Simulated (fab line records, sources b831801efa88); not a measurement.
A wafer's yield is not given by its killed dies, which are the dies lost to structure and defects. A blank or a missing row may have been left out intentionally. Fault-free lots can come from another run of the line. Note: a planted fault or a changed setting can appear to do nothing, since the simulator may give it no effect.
fab line records	flow sky130
record: lots: 5	wafers: 15	lastDay: 49
route steps=708 shown POLY_GATE@217 PAD_OPEN@708
lots that met no fault: from a run of the same line without faults
startH: the number of hours between the record's first day and the start of the first shown wafer of the lot	waitH: hours from the lot's prior step to this one	" repeats the value in the row above	L1.1+2: a row that stands for several wafers	- no value, or no start was given	* or withheld: withheld	< > ~ a bound
route shown NAME@n: NAME is a module with steps in the file, n the number in the route of the first one	usual: average and standard deviation across the fault-free wafers	same: alike in all rows	chamber/n: place in a boat	sites: the reading at each site	_std_site: their standard deviation	_edge_site: inner sites' mean taken away from outer sites' mean	radiusMm: for every site, how far away it sits from the centre of the wafer	mask NAME#n: copy n	behind: the most recent tool/chamber to have shaped the wafer	hold: what put the lot on hold/how long, in hours/how the hold closed	device: which transistor (n, p or np) failed to switch	end of line: at the end of the route, the tests of the same wafers	a step with no rows: only its recipe	killed: the dies lost at the first sort to structure and to defects; this is not the yield of the wafer	map: a wafer's dies, marking killed ones x, the rest . and places with no die _
set.NAME: setting as actually run; set.NAME@STEP: the setting as run at that earlier step	model.NAME: the simulator's own value behind a step, which no gauge read
certain route steps with their lots: each step a table, each wafer a row
services: when a tool's chamber went out of use (startH, in hours from the record's first day, below 0 if earlier), for how many hours, and the reason
== steps ==
step: SKY_POLY_GATE_CVD_03
recipe: material: Si3N4	precursor: DCS/NH3	targetThkNm: 75	tempC: 770	timeS: 1290	pressureMtorr: 250
step: SKY_POLY_GATE_THK_MEAS_04
recipe: reads: Si3N4_of_POLY_GATE_CVD_03
usual: POLY_GATE_CVD_03_THK: 75.3/0.63
lot.wafer	tool	chamber	startH	waitH	POLY_GATE_CVD_03_THK[nm]
L202.1	filmMetro-04	-	352.05	0.0	75.7
L202.4	"	-	"	"	75.8
L202.5	"	-	"	"	75.4
L203.2	filmMetro-02	-	352.06	0.0	75.9
L203.3	"	-	"	"	74.7
L203.4	"	-	"	"	75.3
L213.2	filmMetro-01	-	446.07	0.0	74.0
L213.4	"	-	"	"	74.5
L213.6	"	-	"	"	73.9
L216.1	filmMetro-02	-	471.41	0.0	76.7
L216.2	"	-	"	"	76.5
L216.5	"	-	"	"	76.2
L221.1	filmMetro-04	-	503.19	0.0	76.4
L221.3	"	-	"	"	75.8
L221.5	"	-	"	"	75.6
step: SKY_POLY_GATE_DEHYDRATE_05
recipe: tempC: 200	timeS: 60
step: SKY_POLY_GATE_HMDS_06
recipe: primeTimeS: 60	primeTempC: 120
step: SKY_POLY_GATE_COAT_07
recipe: resist: BARC	tempC: withheld	timeS: withheld	spinRpm: 3000	resistThkNm: 110
step: SKY_POLY_GATE_COAT_08
recipe: resist: KrF-thick	spinRpm: 3000	resistThkNm: 450
step: SKY_POLY_GATE_SOFTBAKE_09
recipe: tempC: 100	timeS: 90	resist: KrF-thick
step: SKY_POLY_GATE_EXPOSE_10
recipe: maskId: P1M	na: 0.68	sourceShape: conventional	sigmaOuter: 0.6	targetCdNm: 150	doseMj: 28
step: SKY_POLY_GATE_PEB_11
recipe: pebTempC: withheld	pebTimeS: withheld	resist: KrF-thick
step: SKY_POLY_GATE_DEVELOP_12
recipe: developTimeS: 60	resist: KrF-thick	devTempC: 21
step: SKY_POLY_GATE_CD_MEAS_13
recipe: targetCdNm: 150
usual: cdNm: 149.9/1.6
lot.wafer	tool	chamber	startH	waitH	cdNm
L202.1	cdSem-01	-	380.45	-	150.5
L202.4	"	-	"	"	149.2
L202.5	"	-	"	"	148.7
L203.2	cdSem-01	-	380.59	-	151.1
L203.3	"	-	"	"	149.7
L203.4	"	-	"	"	151.3
L213.2	cdSem-02	-	476.84	-	149.2
L213.4	"	-	"	"	150.0
L213.6	"	-	"	"	148.1
L216.1	cdSem-01	-	502.59	-	149.2
L216.2	"	-	"	"	148.7
L216.5	"	-	"	"	148.8
L221.1	cdSem-02	-	533.24	-	150.6
L221.3	"	-	"	"	149.2
L221.5	"	-	"	"	149.9
step: SKY_POLY_GATE_OVL_MEAS_14
usual: POLY_GATE_OVL: -1/5.7
lot.wafer	tool	chamber	startH	waitH	POLY_GATE_OVL[nm]
L202.1	overlay-01	-	380.57	0.1	-1
L202.4	"	-	"	"	-1
L202.5	"	-	"	"	9
L203.2	overlay-02	-	380.70	0.1	-3
L203.3	"	-	"	"	-2
L203.4	"	-	"	"	-5
L213.2	overlay-02	-	476.94	0.1	4
L213.4	"	-	"	"	-1
L213.6	"	-	"	"	-1
L216.1	overlay-02	-	502.71	0.1	15
L216.2	"	-	"	"	9
L216.5	"	-	"	"	11
L221.1	overlay-02	-	533.36	0.1	2
L221.3	"	-	"	"	2
L221.5	"	-	"	"	-2
step: SKY_POLY_GATE_ETCH_15
recipe: chemistry: N2/H2	target: BARC	ionEnergyEv: 200	sourceW: 500	biasW: 100	pressureMtorr: 30	n2FlowSccm: 100	h2FlowSccm: 200	stopOn: SiO2	timeS: 118.5	targetDepthA: 1100
usual: biasW: 100.0/0.31	drypumpMotorCurrentA: 5.7/0.53	oesProductAu: 0.716/0.0047	throttleValvePct: 13.213/0.0085
lot.wafer	tool	chamber	startH	waitH	biasW	drypumpMotorCurrentA	oesProductAu	rfHoursCounterH	throttleValvePct	model.KrF-thick_of_POLY_GATE_COAT_08.thkNm	model.POLY_GATE.cdNm
L202.1	rieDiel-02	3	380.61	0.0	100.3	5.1	0.715	76	13.222	348.6	148
L202.4	"	0	"	"	100.3	5.6	0.717	17	13.219	346.1	149.6
L202.5	"	3	"	"	99.8	5.2	0.726	-	13.207	349.8	146.6
L203.2	rieDiel-03	3	380.73	0.0	100.1	6.3	0.719	10	13.203	341	149.9
L203.3	"	1	"	"	99.8	5.9	0.707	4	13.216	340.7	150
L203.4	"	1	"	"	99.6	5.9	0.711	-	13.225	341.8	150
L213.2	rieDiel-03	1	476.97	0.0	100.1	5.9	0.714	6	13.204	340.8	148.9
L213.4	"	0	"	"	100.0	5.6	0.718	21	13.219	360.5	151.5
L213.6	"	3	"	"	99.9	6.3	0.718	-	13.214	342.2	144
L216.1	rieDiel-02	2	502.75	0.0	100.6	5.2	0.710	80	13.208	341.3	149.4
L216.2	"	1	"	"	100.1	5.7	0.714	11	13.219	339.7	149.4
L216.5	"	0	"	"	100.1	5.6	0.712	-	13.218	340.8	149.6
L221.1	rieDiel-01	2	533.40	0.0	99.6	6.5	0.712	7	13.208	343.5	149.7
L221.3	"	1	"	"	100.0	5.4	0.718	9	13.215	347.1	147.4
L221.5	"	0	"	"	99.9	6.6	0.709	-	13.212	347.5	149.6
step: SKY_POLY_GATE_ETCH_16
recipe: stopOn: poly-Si	chemistry: CH3F/O2	target: Si3N4	sourceW: 400	biasW: 80	pressureMtorr: 25	ch3fFlowSccm: 40	O2_flow_sccm: 30	timeS: 147.5	targetDepthA: 750
usual: biasW: 79.97/0.22	drypumpMotorCurrentA: 5.7/0.53	oesProductAu: 0.641/0.0047	throttleValvePct: 10.536/0.0086
lot.wafer	tool	chamber	startH	waitH	biasW	drypumpMotorCurrentA	oesProductAu	rfHoursCounterH	throttleValvePct
L202.1	rieDiel-02	3	380.69	0.0	79.80	5.1	0.638	76	10.534
L202.4	"	0	"	"	79.91	5.6	0.642	17	10.535
L202.5	"	3	"	"	80.00	5.2	0.649	-	10.532
L203.2	rieDiel-03	3	380.81	0.0	79.97	6.2	0.645	10	10.546
L203.3	"	1	"	"	80.05	5.9	0.634	4	10.537
L203.4	"	1	"	"	80.21	5.9	0.633	-	10.550
L213.2	rieDiel-03	1	477.06	0.0	79.85	5.9	0.641	6	10.538
L213.4	"	0	"	"	79.62	5.6	0.647	21	10.534
L213.6	"	3	"	"	79.95	6.3	0.634	-	10.519
L216.1	rieDiel-02	2	502.83	0.0	80.04	5.2	0.647	80	10.529
L216.2	"	1	"	"	79.92	5.7	0.646	11	10.545
L216.5	"	0	"	"	79.72	5.6	0.642	-	10.537
L221.1	rieDiel-01	2	533.48	0.0	79.86	6.5	0.643	7	10.537
L221.3	"	1	"	"	80.40	5.4	0.648	10	10.543
L221.5	"	0	"	"	79.77	6.5	0.636	-	10.539
step: SKY_POLY_GATE_ETCH_17
recipe: targetDepthNm: 180	stopOn: SiO2	overEtchFrac: 0.56667	chemistry: HBr/Cl2	target: poly-Si	icpW: 400	biasW: 100	pressureMtorr: 10	HBr_flow_sccm: 150	Cl2_flow_sccm: 50	timeS: 70.5
usual: biasW: 100.01/0.26	drypumpMotorCurrentA: 5.5/0.31	mfcCl2Sccm: 49.98/0.14	oesProductAu: 0.987/0.0086	throttleValvePct: 33.685/0.0091
lot.wafer	tool	chamber	startH	waitH	biasW	drypumpMotorCurrentA	mfcCl2Sccm	oesProductAu	rfHoursCounterH	throttleValvePct	model.KrF-thick_of_POLY_GATE_COAT_08.thkNm	model.POLY_GATE.cdNm
L202.1	rieSi-01	2	380.79	0.0	100.09	5.4	50.02	0.989	2	33.682	145.2	147.6
L202.4	"	3	"	"	99.93	5.8	49.75	0.968	5	33.688	146	148.6
L202.5	"	3	"	"	100.07	5.8	49.85	0.978	-	33.686	150.8	145.5
L203.2	rieSi-02	0	380.91	0.0	100.00	5.4	49.91	1.000	11	33.676	130.1	150.8
L203.3	"	2	"	"	100.07	5.9	50.17	0.991	5	33.697	133.5	151.4
L203.4	"	1	"	"	99.98	5.1	50.06	0.991	56	33.681	134.6	150.6
L213.2	rieSi-01	2	477.16	0.0	99.98	5.4	50.29	0.984	3	33.692	131.5	148.6
L213.4	"	3	"	"	99.70	5.9	49.87	0.973	6	33.674	155.4	150.7
L213.6	"	3	"	"	99.92	5.9	49.94	0.963	-	33.685	137.7	142.9
L216.1	rieSi-01	2	502.93	0.0	99.75	5.4	49.84	0.995	3	33.694	133.9	149.2
L216.2	"	1	"	"	100.10	5.7	49.87	0.999	1	33.691	130.9	149.5
L216.5	"	1	"	"	99.49	5.7	49.83	0.983	-	33.690	135	149.8
L221.1	rieSi-01	1	533.58	0.0	100.33	5.7	50.10	0.994	1	33.696	136.9	150.1
L221.3	"	3	"	"	99.97	5.9	49.94	0.983	6	33.691	149.2	146.7
L221.5	"	3	"	"	99.88	5.9	49.96	0.981	-	33.669	148.8	148.3
step: SKY_POLY_GATE_STRIP_18
recipe: chemistry: O2/N2	powerW: 1400	pressureMtorr: 1500	platenTempC: withheld	o2FlowSccm: 3000	n2FlowSccm: 300	overashFraction: 0.5
usual: drypumpMotorCurrentA: 5.70/0.23	oesProductAu: 0.359/0.0054	stripTimeToEndpointS: 3.13/0.055
lot.wafer	tool	chamber	startH	waitH	drypumpMotorCurrentA	oesProductAu	rfHoursCounterH	stripTimeToEndpointS
L202.1	plasmaAsher-03	0	380.85	0.0	6.04	0.370	70	3.23
L202.4	"	0	"	"	6.05	0.365	-	3.23
L202.5	"	1	"	"	5.62	0.369	-	3.29
L203.2	plasmaAsher-02	1	380.97	0.0	5.47	0.355	70	3.06
L203.3	"	1	"	"	5.46	0.356	-	3.10
L203.4	"	0	"	"	5.36	0.360	-	3.11
L213.2	plasmaAsher-01	0	477.21	0.0	5.71	0.358	67	3.07
L213.4	"	0	"	"	5.72	0.364	-	3.34
L213.6	"	0	"	"	5.72	0.359	-	3.14
L216.1	plasmaAsher-03	0	502.99	0.0	6.04	0.356	7	3.10
L216.2	"	1	"	"	5.64	0.354	7	3.08
L216.5	"	0	"	"	6.03	0.365	-	3.12
L221.1	plasmaAsher-02	0	533.64	0.0	5.35	0.363	85	3.13
L221.3	"	1	"	"	5.49	0.361	-	3.26
L221.5	"	0	"	"	5.36	0.370	-	3.27
step: SKY_POLY_GATE_CLEAN_19
recipe: chemistry: SC1/SC2	mix: 1:4:20	tempC: 70	timeS: 150	dry: n2Spin
step: SKY_PAD_OPEN_PROBE_99
usual: killed_at_M0_to_M3: 44/7.7	killed_at_M4_up: 3.0/1.9	killedAtContacts: 25/5.6	killedAtFrontEnd: 15/4.6	killedAtOther: 0.3/0.47	killedDies: 86/9.9	killedOpen: 47/7.4	killedShort: 39/5.9
same: grossDies: 492	killedAtBackSide: 0
lot.wafer	tool	chamber	startH	waitH	killed_at_M0_to_M3	killed_at_M4_up	killedAtContacts	killedAtFrontEnd	killedAtOther	killedDies	killedOpen	killedShort	model.etest.resPoly.lineOhmUm	model.etest.resPoly.widthNm	model.etest.resXhighPo.widthNm
L203.2	prober-02	-	1086.95	0.1	32	1	25	20	0	78	50	28	493.2	95.86	352.9
L203.3	prober-02	-	1087.00	0.2	43	4	21	10	0	78	42	36	497.6	96.94	352.6
L203.4	prober-02	-	1087.05	0.2	50	4	29	14	0	97	51	46	504.2	95.81	353.5
L202.1	prober-02	-	1091.85	0.1	42	2	27	14	0	85	53	32	513.4	93.3	350.4
L202.4	prober-02	-	1092.00	0.2	40	2	26	14	0	82	46	36	514.5	94.08	349.8
L202.5	prober-02	-	1092.05	0.2	48	2	30	21	0	101	47	54	516.1	91.82	347.9
L213.2	prober-02	-	1146.61	0.1	40	4	30	17	0	91	47	44	514.9	94.09	348.4
L213.4	prober-02	-	1146.71	0.2	45	1	21	24	2	93	46	47	498.6	96.14	352.1
L213.6	prober-02	-	1146.81	0.2	31	5	35	17	0	88	57	31	546.1	88.35	344.1
L216.1	prober-02	-	1165.64	0.1	47	6	21	19	0	93	45	48	506.1	95.15	349.7
L216.2	prober-02	-	1165.69	0.1	37	4	28	17	0	86	54	32	497	94.42	350.9
L216.5	prober-02	-	1165.84	0.2	45	5	36	10	0	96	62	34	501	95.17	350.9
L221.1	prober-01	-	1183.01	0.1	39	6	29	16	1	91	48	43	502.2	95.69	350.9
L221.3	prober-01	-	1183.11	0.2	53	4	28	8	0	93	53	40	506.6	92.17	347.7
L221.5	prober-01	-	1183.21	0.2	45	4	23	5	0	77	40	37	510.3	93.17	350.3
killed by level:class
L203.2 CONTACT:geometricParticle:open=12 LI_CONTACT:geometricParticle:open=7 FIELD_ISO:geometricParticle:open=6 VIA1:geometricParticle:short=6 VIA2:geometricParticle:open=5 VIA3:geometricParticle:open=5 POLY_CUT:geometricParticle:open=4 LOCAL_INTERCONNECT:geometricParticle:short=4
L203.3 VIA1:geometricParticle:open=11 CONTACT:geometricParticle:open=10 METAL1:geometricParticle:short=6 VIA3:geometricParticle:open=6 VIA3:geometricParticle:short=5 LI_CONTACT:geometricParticle:open=4 FIELD_ISO:geometricParticle:open=3 POLY_GATE:geometricParticle:short=3
L203.4 CONTACT:geometricParticle:open=12 VIA1:geometricParticle:open=12 METAL1:geometricParticle:short=10 POLY_GATE:geometricParticle:open=7 LI_CONTACT:geometricParticle:open=6 METAL2:geometricParticle:short=6 CONTACT:geometricParticle:short=5 VIA1:geometricParticle:short=5
L202.1 VIA1:geometricParticle:open=18 LI_CONTACT:geometricParticle:open=12 CONTACT:geometricParticle:open=6 FIELD_ISO:geometricParticle:open=5 CONTACT:geometricParticle:short=5 VIA1:geometricParticle:short=5 METAL3:geometricParticle:short=5 METAL2:geometricParticle:short=4
L202.4 VIA1:geometricParticle:open=12 VIA1:geometricParticle:short=9 LI_CONTACT:geometricParticle:open=8 CONTACT:geometricParticle:open=8 VIA3:geometricParticle:open=6 FIELD_ISO:geometricParticle:short=5 FIELD_ISO:geometricParticle:open=4 CONTACT:geometricParticle:short=4
L202.5 VIA1:geometricParticle:open=12 VIA1:geometricParticle:short=11 LI_CONTACT:geometricParticle:open=8 CONTACT:geometricParticle:open=8 VIA3:geometricParticle:open=7 METAL2:geometricParticle:short=7 FIELD_ISO:geometricParticle:open=6 FIELD_ISO:geometricParticle:short=6
L213.2 CONTACT:geometricParticle:open=15 CONTACT:geometricParticle:short=10 VIA1:geometricParticle:open=9 VIA3:geometricParticle:open=6 POLY_GATE:geometricParticle:short=5 VIA1:geometricParticle:short=5 METAL2:geometricParticle:short=5 FIELD_ISO:geometricParticle:open=4
L213.4 VIA1:geometricParticle:open=12 POLY_GATE:geometricParticle:open=9 POLY_GATE:geometricParticle:short=7 VIA1:geometricParticle:short=6 CONTACT:geometricParticle:short=5 METAL3:geometricParticle:short=5 LOCAL_INTERCONNECT:geometricParticle:short=5 VIA3:geometricParticle:open=5
L213.6 VIA1:geometricParticle:open=11 LI_CONTACT:geometricParticle:open=10 CONTACT:geometricParticle:open=10 CONTACT:geometricParticle:short=9 VIA2:geometricParticle:open=7 POLY_GATE:geometricParticle:open=5 POLY_GATE:geometricParticle:short=4 SPACER:geometricParticle:open=3
L216.1 VIA1:geometricParticle:open=12 FIELD_ISO:geometricParticle:short=9 CONTACT:geometricParticle:open=9 VIA2:geometricParticle:open=9 METAL1:geometricParticle:short=6 VIA1:geometricParticle:short=5 LI_CONTACT:geometricParticle:open=4 LOCAL_INTERCONNECT:geometricParticle:short=4
L216.2 CONTACT:geometricParticle:open=12 VIA1:geometricParticle:open=9 VIA2:geometricParticle:open=8 LI_CONTACT:geometricParticle:open=7 VIA3:geometricParticle:open=6 METAL2:geometricParticle:short=5 FIELD_ISO:geometricParticle:short=4 POLY_GATE:geometricParticle:open=4
L216.5 CONTACT:geometricParticle:open=13 LI_CONTACT:geometricParticle:open=12 VIA1:geometricParticle:open=9 VIA2:geometricParticle:open=9 VIA3:geometricParticle:open=9 METAL1:geometricParticle:short=6 LOCAL_INTERCONNECT:geometricParticle:short=4 VIA3:geometricParticle:short=4
L221.1 CONTACT:geometricParticle:short=8 CONTACT:geometricParticle:open=7 LI_CONTACT:geometricParticle:open=6 METAL1:geometricParticle:short=6 VIA1:geometricParticle:open=6 FIELD_ISO:geometricParticle:short=5 VIA2:geometricParticle:open=5 VIA3:geometricParticle:open=5
L221.3 VIA1:geometricParticle:open=13 CONTACT:geometricParticle:open=11 LI_CONTACT:geometricParticle:open=10 VIA2:geometricParticle:open=9 METAL2:geometricParticle:short=8 METAL1:geometricParticle:short=6 FIELD_ISO:geometricParticle:short=4 VIA1:geometricParticle:short=4
L221.5 CONTACT:geometricParticle:open=9 VIA1:geometricParticle:open=8 VIA2:geometricParticle:open=8 METAL2:geometricParticle:short=7 LI_CONTACT:geometricParticle:open=6 VIA3:geometricParticle:open=4 CONTACT:geometricParticle:short=4 VIA1:geometricParticle:short=4
== services ==
tool	chamber	startH	hours	kind
rieDiel-01	2	358.77	8.0	repair
rieDiel-01	0	361.66	11.4	repair
rieDiel-03	0	368.31	13.7	repair
rieSi-01	-	370.31	0.2	repair
rieDiel-02	1	381.18	16.0	repair
rieDiel-02	-	385.56	0.8	repair
rieDiel-02	3	412.48	16.7	repair
plasmaAsher-03	-	421.25	9.0	pm
plasmaAsher-03	0	421.25	9.0	ventCycle
plasmaAsher-03	1	421.25	9.0	ventCycle
rieDiel-03	-	423.27	2.8	pm
plasmaAsher-03	0	430.25	-	clean
rieSi-02	1	437.70	8.4	repair
rieDiel-02	-	438.41	14.6	pm
plasmaAsher-01	-	477.47	1.2	repair
rieSi-01	0	484.84	11.9	repair
rieDiel-01	1	490.64	7.8	repair
rieSi-01	0	496.71	-	clean
rieSi-01	0	496.71	12.4	scheduledDown
rieSi-01	0	496.71	12.4	ventCycle
rieDiel-01	1	505.39	4.0	repair
rieDiel-01	0	507.82	5.5	repair
plasmaAsher-03	-	516.59	2.8	pm
rieDiel-02	2	518.60	9.4	repair
== key ==
firstSign: step: SKY_POLY_GATE_STRIP_18	reading: stripTimeToEndpointS	direction: up	sigmas: 3.7	usual: *	struck: *
effect none on later readings
modelEffect: step: SKY_POLY_GATE_ETCH_15	value: KrF-thick_of_POLY_GATE_COAT_08.thkNm	without: 341.7	struck: 360.5
modelEffect: step: SKY_POLY_GATE_ETCH_17	value: KrF-thick_of_POLY_GATE_COAT_08.thkNm	without: 136.6	struck: 155.4
modelEffect: step: SKY_PAD_OPEN_PROBE_99	value: etest.resPoly.lineOhmUm	without: 522.7	struck: 498.6
metAt SKY_POLY_GATE_ETCH_15
struckWafers L213.4
testerLeftOut L213
onsetBetween 380.73 476.97
fault: kind: processParameterDrift	tool: rieDiel-03	chamber: -	onsetH: 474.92	steps: SKY_POLY_GATE_ETCH_15	channel: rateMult	offset: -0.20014	shape: step	endH: 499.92	scope: struckWafersOnly
testerLeftOut: of these lots the tester's yield and bins aren't shown, on N5 and GAA mostly nor the transistor test; their killed dies are dies lost to structure and defects alone, not to doping, threshold or leakage, so they don't give the yield
